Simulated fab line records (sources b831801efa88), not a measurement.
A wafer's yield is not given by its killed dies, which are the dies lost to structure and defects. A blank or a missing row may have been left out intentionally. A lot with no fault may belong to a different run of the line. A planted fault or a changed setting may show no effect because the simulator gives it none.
fab line records -- flow sky130
record: lots: 7, wafers: 21, last_day: 50
route steps=708 shown LDD_N@240 PAD_OPEN@708
lots that met no fault: taken from a fault-free run of the same line
start_h: hours from the record's first day to the start of the lot's first wafer shown -- wait_h: hours from the lot's prior step to this one -- " as in the row above -- L1.1+2: one row covering several wafers at once -- - either no value or no given start -- * or withheld: withheld -- < > ~ a bound
route shown NAME@n: names a module that has steps shown in the file, with the first one's number in the route -- usual: the fault-free wafers' mean and standard deviation -- same: alike in all rows -- chamber/n: place in a boat -- sites: per-site readings -- _std_site: the values' standard deviation -- _edge_site: mean of outer sites minus mean of inner sites -- radius_mm: for every site, how far away it sits from the centre of the wafer -- mask NAME#n: copy n -- behind: the last tool/chamber to shape the wafer -- hold: the reason the lot was held/the length of the hold in hours/how it ended -- device: the n, p or np transistor that did not switch -- end of line: tests run on the same wafers once the route is complete -- step lacking rows: just its recipe -- killed: not the wafer's yield, but the dies lost to structure and defects at the first sort -- map: a wafer's dies, marking killed ones x, the rest . and places with no die _
set.NAME: the run value of the setting; set.NAME@STEP: its run value at that earlier step -- model.NAME: the simulator's own value behind a step, which no gauge read
lots at some steps of the route; a table a step, a row a wafer
services: from which hour (start_h, from the record's first day; less than 0 if before it) a tool's chamber was out of use, for how many hours, and why
== steps ==
step: SKY_LDD_N_SOFTBAKE_03
recipe: temp_c: 90, time_s: 60, resist: NOVOLAK
step: SKY_LDD_N_EXPOSE_04
recipe: mask_id: NTM, target_cd_nm: 840, na: 0.6, source_shape: conventional, sigma_outer: 0.6, dose_mj: 110
step: SKY_LDD_N_PEB_05
recipe: temp_c: withheld, time_s: *, resist: NOVOLAK
step: SKY_LDD_N_DEVELOP_06
recipe: develop_time_s: 60, dev_temp_c: 23
step: SKY_LDD_N_OVL_MEAS_07
usual: LDD_N_OVL: 0.5/1.3
lot.wafer,tool,chamber,start_h,wait_h,LDD_N_OVL[nm]
L593.2,overlay-02,-,470.53,0.1,1.0
L593.4,overlay-02,-,470.53,0.1,-0.5
L593.6,overlay-02,-,470.53,0.1,1.4
L594.1,overlay-01,-,494.89,0.1,0.0
L594.5,overlay-01,-,494.89,0.1,0.6
L594.6,overlay-01,-,494.89,0.1,0.3
L598.4,overlay-01,-,540.36,0.1,0.4
L598.5,overlay-01,-,540.36,0.1,0.8
L598.6,overlay-01,-,540.36,0.1,1.1
L599.1,overlay-02,-,552.79,0.1,1.6
L599.2,overlay-02,-,552.79,0.1,2.9
L599.4,overlay-02,-,552.79,0.1,-0.1
L600.1,overlay-01,-,556.74,0.1,1.7
L600.2,overlay-01,-,556.74,0.1,1.0
L600.4,overlay-01,-,556.74,0.1,0.9
L602.1,overlay-02,-,560.44,0.1,0.9
L602.3,overlay-02,-,560.44,0.1,2.3
L602.6,overlay-02,-,560.44,0.1,1.8
L608.3,overlay-01,-,616.80,0.1,0.6
L608.4,overlay-01,-,616.80,0.1,-0.2
L608.6,overlay-01,-,616.80,0.1,-0.4
step: SKY_LDD_N_IMPLANT_08
recipe: species: As, energy_kev: 20, dose_cm2: 7.5e+13, tilt_deg: withheld, rotation_deg: 23
step: SKY_LDD_N_IMPLANT_09
recipe: species: As, energy_kev: 20, dose_cm2: 7.5e+13, tilt_deg: withheld, rotation_deg: 113
step: SKY_LDD_N_IMPLANT_10
recipe: species: As, energy_kev: 20, dose_cm2: 7.5e+13, tilt_deg: withheld, rotation_deg: 203
step: SKY_LDD_N_IMPLANT_11
recipe: species: As, energy_kev: 20, dose_cm2: 7.5e+13, tilt_deg: withheld, rotation_deg: 293
step: SKY_LDD_N_IMPLANT_12
recipe: species: BF2, energy_kev: 50, dose_cm2: 5e+12, tilt_deg: 30, rotation_deg: 0
step: SKY_LDD_N_IMPLANT_13
recipe: species: BF2, energy_kev: 50, dose_cm2: 5e+12, tilt_deg: 30, rotation_deg: 90
step: SKY_LDD_N_IMPLANT_14
recipe: species: BF2, energy_kev: 50, dose_cm2: 5e+12, tilt_deg: 30, rotation_deg: 180
step: SKY_LDD_N_IMPLANT_15
recipe: species: BF2, energy_kev: 50, dose_cm2: 5e+12, tilt_deg: 30, rotation_deg: 270
usual: dose_ions_cm2: 5e+12/5.1e+09, faraday_current_uA: 28.2/0.56
lot.wafer,tool,chamber,start_h,wait_h,dose_ions_cm2,faraday_current_uA
L593.2,implanter-02,0,471.63,0.1,4.999e+12,28.1
L593.4,implanter-02,0,471.63,0.1,4.994e+12,28.8
L593.6,implanter-02,0,471.63,0.1,5e+12,29.6
L594.1,implanter-02,0,495.97,0.1,4.991e+12,28.5
L594.5,implanter-02,0,495.97,0.1,5.002e+12,26.8
L594.6,implanter-02,0,495.97,0.1,4.993e+12,27.2
L598.4,implanter-04,0,541.50,0.1,4.999e+12,27.4
L598.5,implanter-04,0,541.50,0.1,4.998e+12,28.2
L598.6,implanter-04,0,541.50,0.1,5.003e+12,28.0
L599.1,implanter-02,0,553.87,0.1,8.875e+12,49.0
L599.2,implanter-02,0,553.87,0.1,8.869e+12,50.5
L599.4,implanter-02,0,553.87,0.1,8.876e+12,51.7
L600.1,implanter-02,0,557.82,0.1,8.874e+12,49.8
L600.2,implanter-02,0,557.82,0.1,8.876e+12,49.3
L600.4,implanter-02,0,557.82,0.1,8.876e+12,51.2
L602.1,implanter-02,0,561.53,0.1,8.858e+12,49.3
L602.3,implanter-02,0,561.53,0.1,8.867e+12,50.1
L602.6,implanter-02,0,561.53,0.1,8.86e+12,50.5
L608.3,implanter-04,0,617.93,0.1,5e+12,27.9
L608.4,implanter-04,0,617.93,0.1,4.998e+12,28.6
L608.6,implanter-04,0,617.93,0.1,4.997e+12,28.4
step: SKY_LDD_N_STRIP_16
recipe: chemistry: O2/N2, power_w: 1400, pressure_mtorr: 1500, platen_temp_c: withheld, o2_flow_sccm: 3000, n2_flow_sccm: 300, overash_fraction: 0.5
usual: drypump_motor_current_A: 5.7/0.36, oes_product_au: 0.407/0.0047, strip_time_to_endpoint_s: 4.318/0.015
lot.wafer,tool,chamber,start_h,wait_h,drypump_motor_current_A,oes_product_au,rf_hours_counter_h,strip_time_to_endpoint_s
L593.2,plasma_asher-03,1,471.76,0.1,5.7,0.405,81,4.311
L593.4,plasma_asher-03,1,471.76,0.1,5.7,0.406,-,4.312
L593.6,plasma_asher-03,0,471.76,0.1,6.2,0.409,-,4.313
L594.1,plasma_asher-02,0,496.12,0.1,5.3,0.412,37,4.335
L594.5,plasma_asher-02,0,496.12,0.1,5.3,0.409,-,4.335
L594.6,plasma_asher-02,1,496.12,0.1,5.9,0.404,-,4.296
L598.4,plasma_asher-02,0,541.61,0.1,5.3,0.405,-,4.323
L598.5,plasma_asher-02,0,541.61,0.1,5.3,0.406,-,4.313
L598.6,plasma_asher-02,1,541.61,0.1,5.9,0.402,-,4.344
L599.1,plasma_asher-01,0,554.02,0.1,5.9,0.409,76,4.324
L599.2,plasma_asher-01,1,554.02,0.1,5.1,0.415,76,4.311
L599.4,plasma_asher-01,1,554.02,0.1,5.1,0.401,-,4.301
L600.1,plasma_asher-02,1,557.97,0.1,5.9,0.410,44,4.333
L600.2,plasma_asher-02,0,557.97,0.1,5.3,0.402,44,4.313
L600.4,plasma_asher-02,0,557.97,0.1,5.2,0.408,-,4.321
L602.1,plasma_asher-01,1,561.68,0.1,5.1,0.410,77,4.300
L602.3,plasma_asher-01,0,561.68,0.1,5.9,0.408,-,4.308
L602.6,plasma_asher-01,0,561.68,0.1,5.8,0.418,-,4.311
L608.3,plasma_asher-02,0,618.06,0.1,5.3,0.402,-,4.308
L608.4,plasma_asher-02,1,618.06,0.1,5.9,0.406,-,4.308
L608.6,plasma_asher-02,0,618.06,0.1,5.3,0.410,-,4.325
step: SKY_PAD_OPEN_PROBE_99
usual: killed_at_M0_to_M3: 44/7.6, killed_at_M4_up: 3.2/1.7, killed_at_contacts: 24/5.7, killed_at_front_end: 16/3.9, killed_at_other: 0.2/0.45, killed_dies: 87/9.5, killed_open: 47/6.9, killed_short: 40/5.8
same: gross_dies: 492, killed_at_back_side: 0
lot.wafer,tool,chamber,start_h,wait_h,killed_at_M0_to_M3,killed_at_M4_up,killed_at_contacts,killed_at_front_end,killed_at_other,killed_dies,killed_open,killed_short,model.etest.nfet_01v8_turned.drive_ua_um,model.etest.tip_n.rs_ohm_sq,model.etest.nfet_01v8_turned.off_log10_a_um,model.etest.nfet_01v8_turned.vt_sat_v,model.etest.nfet_01v8_turned.vt_v,model.etest.nfet_01v8_lvt.vt_sat_v,model.etest.nfet_01v8_swapped.vt_sat_v,model.etest.nfet_01v8.vt_sat_v
L593.2,prober-01,-,1117.35,0.1,46,5,29,16,0,96,49,47,513.2,436.8,-13.36,0.6428,0.6927,0.5354,0.6462,0.6426
L593.4,prober-01,-,1117.45,0.2,55,2,14,14,0,85,45,40,501.7,435.1,-13.42,0.6534,0.7023,0.5448,0.6527,0.6505
L593.6,prober-01,-,1117.55,0.2,47,2,21,16,0,86,41,45,493.6,430.9,-13.38,0.6611,0.7087,0.553,0.6612,0.6649
L594.1,prober-02,-,1130.05,0.1,51,1,26,13,0,91,55,36,500.9,442.6,-13.37,0.6472,0.701,0.5299,0.6488,0.6476
L594.5,prober-02,-,1130.25,0.2,40,3,19,16,0,78,37,41,493.8,442.6,-13.36,0.6527,0.7049,0.5464,0.6565,0.6551
L594.6,prober-02,-,1130.30,0.2,49,2,19,21,0,91,52,39,489.4,443.3,-13.37,0.6582,0.7076,0.5436,0.6587,0.6553
L598.4,prober-02,-,1163.32,0.2,42,4,32,23,1,102,68,34,492.7,443.6,-13.34,0.6565,0.7092,0.5387,0.6573,0.6523
L598.5,prober-02,-,1163.37,0.2,47,5,27,20,0,99,46,53,501.9,448.3,-13.36,0.6502,0.7044,0.5256,0.6537,0.6469
L598.6,prober-02,-,1163.42,0.2,54,2,30,14,0,100,56,44,502.1,442.4,-13.35,0.6464,0.6977,0.5341,0.6502,0.6482
L599.1,prober-01,-,1174.16,0.1,44,0,23,18,0,85,45,40,478.5,453.8,-13.36,0.7014,0.7302,0.5607,0.6655,0.6635
L599.2,prober-01,-,1174.21,0.1,52,1,24,13,0,90,46,44,482.5,453,-13.57,0.6955,0.7246,0.5521,0.6647,0.6584
L599.4,prober-01,-,1174.31,0.2,40,2,22,13,0,77,39,38,481.1,458,-13.39,0.6981,0.7254,0.5593,0.6638,0.6698
L600.1,prober-02,-,1174.47,0.1,41,6,33,19,0,99,51,48,494.7,453.3,-13.45,0.6962,0.7267,0.5582,0.6612,0.6589
L600.2,prober-02,-,1174.52,0.1,46,5,18,14,0,83,46,37,487.5,450.8,-13.6,0.6989,0.7247,0.5611,0.6637,0.6623
L600.4,prober-02,-,1174.62,0.2,36,3,26,21,0,86,45,41,473.1,454.7,-13.56,0.7089,0.7364,0.5677,0.6746,0.6721
L602.1,prober-02,-,1176.37,0.1,50,3,29,19,0,101,52,49,499,448,-13.34,0.689,0.7171,0.5518,0.6568,0.6513
L602.3,prober-02,-,1176.47,0.2,34,3,22,25,1,85,47,38,487.9,445.9,-13.47,0.6984,0.7256,0.5592,0.6685,0.6636
L602.6,prober-02,-,1176.62,0.2,69,6,18,13,2,108,53,55,499.8,446.5,-13.25,0.6858,0.7127,0.5411,0.649,0.6471
L608.3,prober-02,-,1203.79,0.2,44,3,24,10,0,81,40,41,520.2,438.8,-13.31,0.6381,0.6872,0.5175,0.6328,0.6331
L608.4,prober-02,-,1203.84,0.2,42,0,26,13,0,81,45,36,537.4,441.2,-13.18,0.6292,0.6837,0.5112,0.6289,0.6287
L608.6,prober-02,-,1203.94,0.2,41,1,23,16,0,81,44,37,525.2,438.6,-13.24,0.6332,0.6833,0.5212,0.6295,0.6292
killed by level:class
L593.2 CONTACT:geometric_particle:open=13 VIA3:geometric_particle:open=8 VIA3:geometric_particle:short=6 METAL1:geometric_particle:short=6 LI_CONTACT:geometric_particle:open=6 CONTACT:geometric_particle:short=6 VIA2:geometric_particle:open=6 POLY_GATE:geometric_particle:short=5
L593.4 VIA3:geometric_particle:open=11 METAL1:geometric_particle:short=9 VIA2:geometric_particle:open=8 VIA1:geometric_particle:open=8 METAL2:geometric_particle:short=6 CONTACT:geometric_particle:open=6 POLY_GATE:geometric_particle:short=5 METAL3:geometric_particle:short=5
L593.6 VIA1:geometric_particle:open=11 VIA1:geometric_particle:short=9 POLY_GATE:geometric_particle:short=9 CONTACT:geometric_particle:open=7 LI_CONTACT:geometric_particle:open=6 VIA2:geometric_particle:open=6 VIA3:geometric_particle:open=6 CONTACT:geometric_particle:short=5
L594.1 VIA1:geometric_particle:open=14 VIA2:geometric_particle:open=11 CONTACT:geometric_particle:open=10 CONTACT:geometric_particle:short=7 METAL1:geometric_particle:short=7 VIA1:geometric_particle:short=5 LI_CONTACT:geometric_particle:open=4 VIA3:geometric_particle:open=4
L594.5 VIA1:geometric_particle:open=13 VIA3:geometric_particle:short=7 VIA1:geometric_particle:short=7 CONTACT:geometric_particle:open=6 FIELD_ISO:geometric_particle:short=5 LI_CONTACT:geometric_particle:open=5 CONTACT:geometric_particle:short=4 VIA2:geometric_particle:open=4
L594.6 VIA1:geometric_particle:open=16 LI_CONTACT:geometric_particle:open=9 POLY_GATE:geometric_particle:open=6 POLY_GATE:geometric_particle:short=5 VIA1:geometric_particle:short=5 METAL2:geometric_particle:short=5 FIELD_ISO:geometric_particle:short=4 FIELD_ISO:geometric_particle:open=4
L598.4 LI_CONTACT:geometric_particle:open=11 CONTACT:geometric_particle:open=10 VIA1:geometric_particle:open=9 FIELD_ISO:geometric_particle:open=7 VIA2:geometric_particle:open=7 FIELD_ISO:geometric_particle:short=6 VIA3:geometric_particle:open=6 METAL1:geometric_particle:short=5
L598.5 VIA1:geometric_particle:open=15 CONTACT:geometric_particle:open=8 VIA2:geometric_particle:open=7 METAL2:geometric_particle:short=7 LOCAL_INTERCONNECT:geometric_particle:short=6 FIELD_ISO:geometric_particle:short=5 POLY_GATE:geometric_particle:short=5 CONTACT:geometric_particle:short=5
L598.6 LI_CONTACT:geometric_particle:open=11 VIA3:geometric_particle:open=11 CONTACT:geometric_particle:open=9 VIA1:geometric_particle:open=9 METAL2:geometric_particle:short=8 LOCAL_INTERCONNECT:geometric_particle:short=7 VIA3:geometric_particle:short=6 POLY_GATE:geometric_particle:short=5
L599.1 METAL1:geometric_particle:short=9 VIA1:geometric_particle:open=9 FIELD_ISO:geometric_particle:short=7 CONTACT:geometric_particle:open=7 VIA3:geometric_particle:open=7 VIA2:geometric_particle:open=6 LI_CONTACT:geometric_particle:open=6 CONTACT:geometric_particle:short=5
L599.2 VIA1:geometric_particle:open=12 METAL2:geometric_particle:short=10 VIA2:geometric_particle:open=8 LI_CONTACT:geometric_particle:open=6 CONTACT:geometric_particle:open=6 LI_CONTACT:geometric_particle:short=5 POLY_GATE:geometric_particle:open=5 LOCAL_INTERCONNECT:geometric_particle:short=5
L599.4 CONTACT:geometric_particle:open=11 VIA1:geometric_particle:open=7 METAL2:geometric_particle:short=7 METAL1:geometric_particle:short=6 VIA3:geometric_particle:open=6 LI_CONTACT:geometric_particle:open=5 FIELD_ISO:geometric_particle:short=4 LOCAL_INTERCONNECT:geometric_particle:short=4
L600.1 CONTACT:geometric_particle:open=11 VIA1:geometric_particle:open=11 VIA1:geometric_particle:short=8 LI_CONTACT:geometric_particle:short=6 LI_CONTACT:geometric_particle:open=6 CONTACT:geometric_particle:short=6 FIELD_ISO:geometric_particle:short=5 VIA3:geometric_particle:open=5
L600.2 VIA1:geometric_particle:open=10 CONTACT:geometric_particle:open=9 VIA2:geometric_particle:open=9 VIA1:geometric_particle:short=8 FIELD_ISO:geometric_particle:short=6 VIA3:geometric_particle:open=5 VIA3:geometric_particle:short=4 LI_CONTACT:geometric_particle:open=4
L600.4 CONTACT:geometric_particle:open=15 VIA1:geometric_particle:open=6 VIA3:geometric_particle:short=6 FIELD_ISO:geometric_particle:short=5 FIELD_ISO:geometric_particle:open=5 POLY_GATE:geometric_particle:open=5 VIA1:geometric_particle:short=4 VIA2:geometric_particle:short=4
L602.1 METAL2:geometric_particle:short=10 VIA1:geometric_particle:open=9 LI_CONTACT:geometric_particle:open=8 CONTACT:geometric_particle:open=8 VIA2:geometric_particle:open=7 CONTACT:geometric_particle:short=7 METAL1:geometric_particle:short=6 POLY_GATE:geometric_particle:short=5
L602.3 VIA1:geometric_particle:open=11 CONTACT:geometric_particle:open=9 POLY_GATE:geometric_particle:open=8 POLY_GATE:geometric_particle:short=6 VIA3:geometric_particle:open=6 FIELD_ISO:geometric_particle:short=5 VIA2:geometric_particle:open=5 LI_CONTACT:geometric_particle:open=4
L602.6 VIA1:geometric_particle:open=18 METAL1:geometric_particle:short=15 VIA3:geometric_particle:open=9 CONTACT:geometric_particle:open=6 VIA3:geometric_particle:short=6 METAL4:geometric_particle:short=5 FIELD_ISO:geometric_particle:short=4 LI_CONTACT:geometric_particle:open=4
L608.3 CONTACT:geometric_particle:open=12 METAL2:geometric_particle:short=7 METAL1:geometric_particle:short=7 VIA1:geometric_particle:open=7 VIA2:geometric_particle:open=7 VIA3:geometric_particle:open=6 CONTACT:geometric_particle:short=5 FIELD_ISO:geometric_particle:short=4
L608.4 CONTACT:geometric_particle:open=10 VIA2:geometric_particle:open=8 LI_CONTACT:geometric_particle:open=7 METAL2:geometric_particle:short=7 VIA3:geometric_particle:open=6 VIA1:geometric_particle:short=5 VIA1:geometric_particle:open=5 FIELD_ISO:geometric_particle:open=4
L608.6 VIA1:geometric_particle:open=13 CONTACT:geometric_particle:open=11 POLY_GATE:geometric_particle:short=5 VIA1:geometric_particle:short=5 VIA2:geometric_particle:open=5 FIELD_ISO:geometric_particle:short=4 FIELD_ISO:geometric_particle:open=4 CONTACT:geometric_particle:short=4
== services ==
tool,chamber,start_h,hours,kind
implanter-04,-,472.39,4.4,repair
plasma_asher-03,-,519.62,1.0,repair
plasma_asher-01,-,527.95,2.1,repair
plasma_asher-02,-,533.13,1.2,repair
implanter-02,-,539.62,1.8,repair
plasma_asher-03,-,547.39,15.6,pm
implanter-02,-,584.49,3.0,repair
plasma_asher-03,-,596.56,2.9,repair
plasma_asher-02,-,614.61,1.3,repair
== key ==
first_sign: step: SKY_LDD_N_IMPLANT_15, reading: dose_ions_cm2, direction: up, sigmas: 99+, usual: *, struck: *
effect: step: SKY_LDD_N_IMPLANT_15, reading: faraday_current_uA, direction: up, sigmas: 39, usual: 28.2, struck: 50.2
model_effect: step: SKY_PAD_OPEN_PROBE_99, value: etest.nfet_01v8_turned.drive_ua_um, without: 511, struck: 487.1
met_at SKY_LDD_N_IMPLANT_15
struck_wafers L599.1,L599.2,L599.4,L600.1,L600.2,L600.4,L602.1,L602.3,L602.6
tester_left_out L599,L600,L602
onset_between 495.97 553.87
fault: kind: process_parameter_drift, tool: implanter-02, chamber: -, onset_h: 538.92, steps: SKY_LDD_N_IMPLANT_15, channel: dose_cm2, offset: *, shape: step, end_h: 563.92, acts_in: *, stated: *
tester_left_out: of these lots the tester's yield and bins aren't shown, on N5 and GAA mostly nor the transistor test; their killed dies are dies lost to structure and defects alone, not to doping, threshold or leakage, so they don't give the yield
